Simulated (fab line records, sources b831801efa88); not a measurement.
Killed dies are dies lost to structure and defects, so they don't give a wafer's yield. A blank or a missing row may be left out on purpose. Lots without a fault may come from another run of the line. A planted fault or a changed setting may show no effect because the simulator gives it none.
fab line records | flow sky130
record lots=12 wafers=36 last_day=50
route steps=708 shown NWELL@77 METAL1@436 METAL2@483
lots that met no fault: from a run of the same line without faults
start_h: hours from the record's first day to the start of the lot's first wafer shown | wait_h: hours since the lot's step before | " the same as in the row above | L1.1+2: a row that stands for several wafers | - no value, or no start given | * or withheld: withheld | < > ~ a bound
route shown NAME@n: a module of which the file shows steps, and the number in the route of the first | usual: mean/standard deviation of fault-free wafers | same: alike in all rows | chamber/n: place in a boat | sites: the reading at each site | _std_site: their standard deviation | _edge_site: outer sites' mean less inner sites' | radius_mm: how far each site lies from the wafer's centre | mask NAME#n: copy n | behind: the tool/chamber that last shaped the wafer | hold: why the lot was held/for how many hours/how that ended | device: the transistor (n, p or np) that didn't switch | end of line: the same wafers' tests at the end of the route | a step without rows: its recipe alone | killed: dies lost to structure and defects at the first sort, not the wafer's yield | map: a wafer's dies, x killed, . not, _ none there
set.NAME: the setting as run; set.NAME@STEP: as run at that earlier step | model.NAME: the simulator's own value behind a step, which no gauge read
steps of the route over a sample of lots; a table a step, a row a wafer
services: from which hour (start_h, from the record's first day; less than 0 if before it) a tool's chamber was out of use, for how many hours, and why
## steps
# step SKY_NWELL_IMPLANT_24
# recipe species=B energy_kev=140 dose_cm2=9.2e+12 tilt_deg=withheld
# usual dose_ions_cm2=9.201e+12/9.1e+09 faraday_current_uA=51.6/1.1
# columns lot.wafer tool chamber start_h wait_h dose_ions_cm2 faraday_current_uA
L184.1 implanter-02 0 105.60 0.0 9.202e+12 53.9
L184.3 " 0 " " 9.203e+12 51.4
L184.5 " 0 " " 9.208e+12 52.5
L189.3 implanter-04 0 138.60 0.1 9.205e+12 51.7
L189.4 " 0 " " 9.203e+12 53.8
L189.5 " 0 " " 9.192e+12 51.5
L192.3 implanter-03 0 152.32 0.1 1.0167e+13 57.3
L192.4 " 0 " " 1.0159e+13 56.7
L192.5 " 0 " " 1.017e+13 58.4
L194.1 implanter-03 0 163.10 0.0 1.017e+13 56.1
L194.3 " 0 " " 1.0176e+13 57.5
L194.4 " 0 " " 1.0185e+13 57.2
L198.2 implanter-02 0 186.35 0.0 9.201e+12 52.0
L198.5 " 0 " " 9.185e+12 51.3
L198.6 " 0 " " 9.182e+12 51.4
L200.2 implanter-02 0 201.30 0.0 9.203e+12 51.8
L200.4 " 0 " " 9.2e+12 50.1
L200.6 " 0 " " 9.213e+12 50.1
L201.1 implanter-04 0 224.52 0.0 9.202e+12 53.4
L201.5 " 0 " " 9.203e+12 51.7
L201.6 " 0 " " 9.197e+12 50.6
L203.1 implanter-04 0 231.77 0.0 9.207e+12 53.3
L203.2 " 0 " " 9.189e+12 53.2
L203.6 " 0 " " 9.21e+12 53.2
L202.2 implanter-03 0 232.50 0.0 9.184e+12 51.4
L202.3 " 0 " " 9.182e+12 51.4
L202.6 " 0 " " 9.205e+12 51.3
L205.3 implanter-04 0 236.35 0.1 9.196e+12 51.3
L205.4 " 0 " " 9.198e+12 51.5
L205.5 " 0 " " 9.213e+12 51.2
L206.2 implanter-03 0 243.00 0.0 9.19e+12 52.3
L206.3 " 0 " " 9.204e+12 51.9
L206.4 " 0 " " 9.195e+12 51.9
L207.4 implanter-04 0 249.28 0.1 9.19e+12 52.3
L207.5 " 0 " " 9.201e+12 52.5
L207.6 " 0 " " 9.196e+12 51.6
# step SKY_NWELL_TW_MEAS_26
# usual NWELL_2_TW=495.4/2.2
# columns lot.wafer tool chamber start_h wait_h NWELL_2_TW
L184.1 film_metro-03 - 105.85 0.1 499.6
L184.3 " - " " 499.6
L184.5 " - " " 497.7
L189.3 film_metro-03 - 138.82 0.1 499.5
L189.4 " - " " 497.5
L189.5 " - " " 497.4
L192.3 film_metro-03 - 152.54 0.1 509.0
L192.4 " - " " 508.8
L192.5 " - " " 508.7
L194.1 film_metro-01 - 163.35 0.1 514.7
L194.3 " - " " 512.6
L194.4 " - " " 514.1
L198.2 film_metro-04 - 186.58 0.1 496.6
L198.5 " - " " 495.7
L198.6 " - " " 493.8
L200.2 film_metro-01 - 201.53 0.1 496.3
L200.4 " - " " 494.0
L200.6 " - " " 496.0
L201.1 film_metro-01 - 224.77 0.1 498.0
L201.5 " - " " 494.6
L201.6 " - " " 494.4
L203.1 film_metro-03 - 232.02 0.1 494.0
L203.2 " - " " 495.0
L203.6 " - " " 493.4
L202.2 film_metro-04 - 232.73 0.1 500.6
L202.3 " - " " 498.3
L202.6 " - " " 495.9
L205.3 film_metro-03 - 236.57 0.1 493.4
L205.4 " - " " 492.6
L205.5 " - " " 493.8
L206.2 film_metro-03 - 243.23 0.1 498.6
L206.3 " - " " 492.2
L206.4 " - " " 492.9
L207.4 film_metro-03 - 249.48 0.1 496.7
L207.5 " - " " 495.8
L207.6 " - " " 496.9
# step SKY_METAL1_SPUTTER_02
# recipe material=AlCu target_thk_nm=250 power_w=10600 time_s=13.86 chamber_pressure_pa=0.4
# usual chamber_pressure_pa=0.4001/0.00085 throttle_valve_pct=29.8/0.99
# same time_s=13.86
# columns lot.wafer tool chamber start_h wait_h chamber_pressure_pa throttle_valve_pct
L184.1 pvd_sputter-03 - 734.61 0.0 0.4011 30.5
L184.3 " - " " 0.3996 29.7
L184.5 " - " " 0.4007 29.7
L189.3 pvd_sputter-02 - 784.72 0.0 0.4004 28.7
L189.4 " - " " 0.4013 30.1
L189.5 " - " " 0.4020 30.2
L192.3 pvd_sputter-02 - 808.89 0.0 0.4011 28.2
L192.4 " - " " 0.4012 28.3
L192.5 " - " " 0.3992 30.3
L194.1 pvd_sputter-02 - 815.94 0.0 0.4012 28.3
L194.3 " - " " 0.3994 28.5
L194.4 " - " " 0.3991 30.8
L200.2 pvd_sputter-03 - 867.15 0.0 0.4016 30.1
L200.4 " - " " 0.4011 30.0
L200.6 " - " " 0.3979 30.2
L198.2 pvd_sputter-04 - 868.64 0.0 0.3992 28.8
L198.5 " - " " 0.4000 31.2
L198.6 " - " " 0.3992 28.8
L201.1 pvd_sputter-04 - 898.88 0.0 0.4006 31.1
L201.5 " - " " 0.4005 29.8
L201.6 " - " " 0.4013 31.2
L202.2 pvd_sputter-03 - 898.90 0.0 0.4001 30.9
L202.3 " - " " 0.3993 30.4
L202.6 " - " " 0.4008 30.8
L203.1 pvd_sputter-04 - 899.48 0.0 0.4008 31.1
L203.2 " - " " 0.4009 30.8
L203.6 " - " " 0.4004 31.1
L205.3 pvd_sputter-02 - 900.38 0.0 0.4009 30.9
L205.4 " - " " 0.3989 29.9
L205.5 " - " " 0.3985 28.3
L206.2 pvd_sputter-02 - 921.76 0.0 0.3986 28.5
L206.3 " - " " 0.4002 28.4
L206.4 " - " " 0.4006 30.7
L207.4 pvd_sputter-03 - 926.43 0.0 0.4005 30.7
L207.5 " - " " 0.3997 30.2
L207.6 " - " " 0.4006 29.6
# step SKY_METAL1_ETCH_18
# recipe chemistry=N2/H2 target=BARC ion_energy_ev=200 bias_w=100 pressure_mtorr=30 n2_flow_sccm=100 h2_flow_sccm=200 icp_w=500 stop_on=SiO2 time_s=45.9 target_depth_a=600
# usual drypump_motor_current_A=5.9/0.52 oes_product_au=0.855/0.0048 throttle_valve_pct=13.224/0.0089
# same time_s=45.9
# columns lot.wafer tool chamber start_h wait_h drypump_motor_current_A oes_product_au rf_hours_counter_h throttle_valve_pct
L184.1 rie_metal-03 1 762.42 0.0 5.6 0.863 4 13.230
L184.3 " 0 " " 6.1 0.847 - 13.238
L184.5 " 0 " " 6.1 0.855 - 13.237
L189.3 rie_metal-01 0 811.74 0.0 5.4 0.859 - 13.239
L189.4 " 1 " " 6.8 0.847 - 13.233
L189.5 " 0 " " 5.4 0.852 - 13.221
L192.3 rie_metal-03 0 835.19 0.0 6.1 0.858 - 13.229
L192.4 " 1 " " 5.6 0.854 - 13.224
L192.5 " 0 " " 6.1 0.859 - 13.211
L194.1 rie_metal-02 0 843.23 0.0 6.0 0.857 5 13.224
L194.3 " 0 " " 6.0 0.855 - 13.230
L194.4 " 1 " " 5.4 0.852 - 13.227
L200.2 rie_metal-03 1 892.68 0.0 5.6 0.852 9 13.223
L200.4 " 1 " " 5.6 0.851 - 13.215
L200.6 " 0 " " 6.1 0.851 - 13.225
L198.2 rie_metal-01 1 894.88 0.0 6.8 0.858 8 13.219
L198.5 " 1 " " 6.8 0.849 - 13.226
L198.6 " 0 " " 5.4 0.853 - 13.230
L201.1 rie_metal-01 0 924.23 0.0 5.4 0.859 11 13.231
L201.5 " 1 " " 6.8 0.850 - 13.217
L201.6 " 0 " " 5.4 0.859 - 13.220
L202.2 rie_metal-02 0 924.35 0.0 5.9 0.854 8 13.220
L202.3 " 0 " " 6.0 0.858 - 13.225
L202.6 " 0 " " 6.0 0.870 - 13.232
L203.1 rie_metal-01 1 925.12 0.0 6.8 0.857 10 13.225
L203.2 " 0 " " 5.4 0.851 12 13.216
L203.6 " 1 " " 6.8 0.848 - 13.223
L205.3 rie_metal-01 0 925.89 0.0 5.3 0.856 - 13.219
L205.4 " 1 " " 6.7 0.850 - 13.231
L205.5 " 0 " " 5.3 0.855 - 13.220
L206.2 rie_metal-01 1 946.97 0.0 6.7 0.862 11 13.219
L206.3 " 0 " " 5.4 0.850 - 13.225
L206.4 " 1 " " 6.7 0.859 - 13.216
L207.4 rie_metal-01 0 951.39 0.0 5.4 0.856 - 13.233
L207.5 " 0 " " 5.3 0.851 - 13.216
L207.6 " 1 " " 6.8 0.857 - 13.216
# step SKY_METAL2_SPUTTER_00
# recipe material=Ti target_thk_nm=15 power_w=3000 time_s=10 chamber_pressure_pa=0.4
# usual chamber_pressure_pa=0.4000/0.00077 throttle_valve_pct=29.7/0.99
# same time_s=10
# columns lot.wafer tool chamber start_h wait_h chamber_pressure_pa throttle_valve_pct
L184.1 pvd_sputter-03 - 791.89 0.2 0.3998 29.8
L184.3 " - " " 0.3996 30.8
L184.5 " - " " 0.4000 31.1
L189.3 pvd_sputter-03 - 841.60 0.2 0.3996 30.0
L189.4 " - " " 0.3993 30.2
L189.5 " - " " 0.4003 30.2
L192.3 pvd_sputter-01 - 863.21 0.2 0.4006 30.9
L192.4 " - " " 0.3994 28.8
L192.5 " - " " 0.4012 28.5
L194.1 pvd_sputter-03 - 871.85 0.2 0.4020 29.7
L194.3 " - " " 0.4002 29.7
L194.4 " - " " 0.4003 30.3
L200.2 pvd_sputter-02 - 920.20 0.1 0.4000 28.7
L200.4 " - " " 0.3989 28.4
L200.6 " - " " 0.4001 28.5
L198.2 pvd_sputter-02 - 923.60 0.1 0.4000 28.1
L198.5 " - " " 0.4001 29.9
L198.6 " - " " 0.3996 28.5
L201.1 pvd_sputter-02 - 951.55 0.2 0.3989 28.5
L201.5 " - " " 0.3988 28.3
L201.6 " - " " 0.3994 30.9
L202.2 pvd_sputter-03 - 951.81 0.2 0.4010 30.6
L202.3 " - " " 0.4001 30.1
L202.6 " - " " 0.4006 30.7
L203.1 pvd_sputter-03 - 952.66 0.2 0.4012 30.3
L203.2 " - " " 0.3999 30.0
L203.6 " - " " 0.4001 29.7
L205.3 pvd_sputter-01 - 953.26 0.1 0.3984 31.1
L205.4 " - " " 0.4003 28.6
L205.5 " - " " 0.3997 28.5
L206.2 pvd_sputter-02 - 974.09 0.1 0.4014 31.0
L206.3 " - " " 0.3989 30.1
L206.4 " - " " 0.4008 28.2
L207.4 pvd_sputter-03 - 978.54 0.2 0.3991 30.2
L207.5 " - " " 0.4003 31.0
L207.6 " - " " 0.4016 30.0
## services
# columns tool chamber start_h hours kind
pvd_sputter-03 - 181.32 6.8 repair
implanter-04 - 182.92 1.8 repair
rie_metal-01 - 191.64 0.4 repair
pvd_sputter-02 - 213.61 2.2 repair
implanter-04 - 239.93 2.9 repair
implanter-04 - 242.80 3.0 pm
pvd_sputter-03 - 284.85 14.1 repair
implanter-04 - 290.65 8.6 repair
pvd_sputter-02 - 344.09 4.9 repair
rie_metal-01 - 357.07 2.8 pm
pvd_sputter-03 - 369.27 1.0 repair
implanter-04 - 386.37 5.1 repair
pvd_sputter-02 - 408.09 1.1 repair
implanter-04 - 420.82 5.7 repair
implanter-04 - 438.17 0.6 repair
pvd_sputter-03 - 609.95 1.8 repair
pvd_sputter-02 - 639.55 2.6 repair
implanter-04 - 699.82 3.2 pm
implanter-04 - 731.62 4.2 pm
implanter-04 - 760.55 15.3 repair
rie_metal-01 1 843.88 13.7 repair
pvd_sputter-02 - 850.71 7.7 repair
pvd_sputter-03 - 938.90 3.0 repair
pvd_sputter-03 - 974.23 3.2 repair
## key
first_sign step=SKY_NWELL_IMPLANT_24 reading=dose_ions_cm2 direction=up sigmas=99+ usual=* struck=*
effect step=SKY_NWELL_IMPLANT_24 reading=faraday_current_uA direction=up sigmas=5.2 usual=51.6 struck=57.2
effect step=SKY_NWELL_TW_MEAS_26 reading=NWELL_2_TW direction=up sigmas=7.2 usual=495.4 struck=511.3
met_at SKY_NWELL_IMPLANT_24
struck_lots L192,L194
tester_left_out L192,L194
not_acting_at SKY_METAL1_SPUTTER_02,SKY_METAL1_ETCH_18,SKY_METAL2_SPUTTER_00
fault kind=process_parameter_drift tool=implanter-03 chamber=- onset_h=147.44 steps=SKY_NWELL_IMPLANT_24 channel=dose_cm2 offset=* shape=step end_h=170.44 acts_in=* stated=*
# tester_left_out: of these lots the tester's yield and bins aren't shown, on N5 and GAA mostly nor the transistor test; their killed dies are dies lost to structure and defects alone, not to doping, threshold or leakage, so they don't give the yield
